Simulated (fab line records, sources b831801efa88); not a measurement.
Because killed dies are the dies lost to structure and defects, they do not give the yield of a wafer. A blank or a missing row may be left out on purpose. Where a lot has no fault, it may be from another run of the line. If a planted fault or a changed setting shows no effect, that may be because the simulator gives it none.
The same fault as seen by 2 desks || flow sfqLine || every desk sees just its own numbers, and what lay behind them comes last

== METROLOGY DESK ==
What the gauges read for every lot (on any tool): the sampled wafers with a number, averaged. Any lot whose mean is over 4 standard deviations away from the usual mean is out of limits and marked OUT; that distance is given in the brackets.
Columns: A = I4_OVL at SFQ_I4_OVL_MEAS_928, usual 0 nm; B = M8_OVL at SFQ_M8_OVL_MEAS_948, usual 3 nm
{"lot": "L388", "first seen here": "day 37 13:35", "A": 8, "B": 2}
{"lot": "L389", "first seen here": "day 37 14:47", "A": -2, "B": -0}
{"lot": "L390", "first seen here": "day 38 00:23", "A": -6, "B": 6}
{"lot": "L391", "first seen here": "day 38 16:59", "A": 3, "B": -1}
{"lot": "L393", "first seen here": "day 39 14:32", "A": -7, "B": 8}
{"lot": "L394", "first seen here": "day 39 19:20", "A": 1, "B": 2}
{"lot": "L396", "first seen here": "day 44 14:42", "A": 1, "B": 1}
{"lot": "L398", "first seen here": "day 46 12:26", "A": -4, "B": -14}
{"lot": "L400", "first seen here": "day 54 11:31", "A": 3, "B": -4}
{"lot": "L406", "first seen here": "day 54 19:54", "A": 6, "B": 6}
{"lot": "L408", "first seen here": "day 55 00:43", "A": -2, "B": 1}
{"lot": "L409", "first seen here": "day 55 02:02", "A": 3, "B": 0}
{"lot": "L410", "first seen here": "day 55 04:45", "A": 1, "B": 3}
{"lot": "L411", "first seen here": "day 55 06:31", "A": -1, "B": 7}
This desk's finding: nothing out of limits on any of the 14 lots.

== THE TOOL OWNER'S DESK: pecvd-01 ==
The tool's own readings at SFQ_TRILAYER_L0_CAP_PECVD_011 (deposits SiO2 from SiH4/N2O, time 13.333 s, target thk 60 nm): means of the sampled wafers that have a number, for each lot that ran on this tool. Any lot whose mean is over 4 standard deviations away from the usual mean is out of limits and marked OUT; that distance is given in the brackets.
Columns: A = heaterPowerW at SFQ_TRILAYER_L0_CAP_PECVD_011, usual 84 W; B = susceptorTempC at SFQ_TRILAYER_L0_CAP_PECVD_011, usual 150.03 C; C = throttleValvePct at SFQ_TRILAYER_L0_CAP_PECVD_011, usual 25.4 %
{"lot": "L394", "first seen here": "day 5 17:54", "A": 83, "B": 150.13, "C": 26.9}
{"lot": "L396", "first seen here": "day 6 05:11", "A": 80, "B": 150.11, "C": 25.3}
{"lot": "L398", "first seen here": "day 6 18:23", "A": 86, "B": 150.01, "C": 30.9}
{"lot": "L400", "first seen here": "day 7 08:46", "A": 79, "B": 150.06, "C": 31.4}
{"lot": "L411", "first seen here": "day 10 07:49", "A": 88, "B": 150.02, "C": 22.9}
This desk's finding: nothing out of limits on any of the 5 lots.

== PUT TOGETHER ==
At the metrology desk, nothing out of limits was observed.
The tool owner's desk saw nothing out of limits.

== WHAT WAS PUT IN BY THE SIMULATOR ==
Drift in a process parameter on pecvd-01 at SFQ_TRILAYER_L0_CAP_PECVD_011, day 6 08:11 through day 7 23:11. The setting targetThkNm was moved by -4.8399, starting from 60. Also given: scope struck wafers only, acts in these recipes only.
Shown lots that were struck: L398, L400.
